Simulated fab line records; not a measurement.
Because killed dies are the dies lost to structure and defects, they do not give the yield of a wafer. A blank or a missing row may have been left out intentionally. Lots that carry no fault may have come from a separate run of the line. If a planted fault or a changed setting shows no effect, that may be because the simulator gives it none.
Lot-split experiment	flow sky130	23 wafers read from 5 lots, route of 708 steps

== THE SPLIT ITSELF ==
At SKY_VT_ADJUST_HVTP_DEVELOP_06 (develop time 60 s), the setting dev temp c was moved away from the recipe's 23 C on 12 of the 23 wafers read, by -16.3% to +7.8%. For the rest of the wafers, this setting stayed at what the recipe calls for.

No step appears in the file between the split and the reading.

== THE READING ==
cd nm (nm) at SKY_VT_ADJUST_HVTP_CD_MEAS_07, where the cd target is 380 nm. A value of 379 nm with a standard deviation of 3 nm is what fault-free wafers of this fab line usually give.

wafer	tool, chamber at the split	dev temp c as run, C	against the recipe	cd nm, nm	against lot-mates on the recipe
L075.1	litho track-03, 0	19.26	-16.3%	394	+14
L075.2	litho track-03, 0	23	recipe	380	-
L075.4	litho track-03, 0	19.26	-16.3%	393	+13
L075.5	litho track-03, 0	19.26	-16.3%	395	+15
L075.6	litho track-03, 0	23	recipe	380	-
L078.1	litho track-01, 0	23	recipe	380	-
L078.4	litho track-01, 0	23	recipe	379	-
L078.6	litho track-01, 0	23	recipe	378	-
L079.1	litho track-02, 0	19.76	-14.1%	391	+12
L079.3	litho track-02, 0	19.76	-14.1%	387	+8
L079.4	litho track-02, 0	19.76	-14.1%	386	+8
L079.5	litho track-02, 0	23	recipe	378	-
L079.6	litho track-02, 0	23	recipe	379	-
L084.1	litho track-03, 0	20.69	-10.0%	387	+6
L084.3	litho track-03, 0	20.69	-10.0%	386	+4
L084.4	litho track-03, 0	23	recipe	379	-
L084.5	litho track-03, 0	23	recipe	384	-
L084.6	litho track-03, 0	20.69	-10.0%	389	+8
L085.1	litho track-02, 0	24.79	+7.8%	371	-6
L085.2	litho track-02, 0	24.79	+7.8%	374	-3
L085.3	litho track-02, 0	23	recipe	377	-
L085.4	litho track-02, 0	23	recipe	377	-
L085.6	litho track-02, 0	24.79	+7.8%	373	-4

FIT RESULTS
A straight line over all 23 wafers: cd nm changes by -0.804 nm for each +1% of dev temp c; r = -0.95; the points scatter about the line by 2.1 nm.
The same after taking each lot's own level away (the mean of its wafers on the recipe; 23 wafers): -0.716 nm for each +1%; r = -0.96; scatter 1.8 nm.
That fit puts the effect of the largest move of dev temp c on the reading at 12 nm.
From 377.0 to 381.5 nm: that is the span of the lots' own levels, equal to 1.5 times the standard deviation above.
Hence the slope depends on the lot-to-lot level, as the two fits are not the same.
Check: with one of the wafers moved furthest among these (-16.3%) left out of the fit, the line predicts +11.5 nm for it against its lot-mates. It came out at +14 nm against them.

== THE OTHER SPLITS THESE WAFERS WENT THROUGH ==
These wafers also went through other splits before the reading. Each is held against what the fit with the lots' levels taken away leaves over:
other split on the same wafers	wafers away from the commonest value	r with cd nm (lot level and that fit taken away)
SKY_FIELD_ISO_OXIDATION_01 ox time s	15	-0.45
SKY_FIELD_ISO_EXPOSE_10 dose mj	6	-0.18
SKY_NWELL_IMPLANT_11 energy kev	11	-0.17
SKY_NWELL_SOFTBAKE_19 temp c	11	-0.41

== THE FILE'S OWN FIT ==
cd nm changes by -0.734 nm for each +1% of dev temp c, r = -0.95.
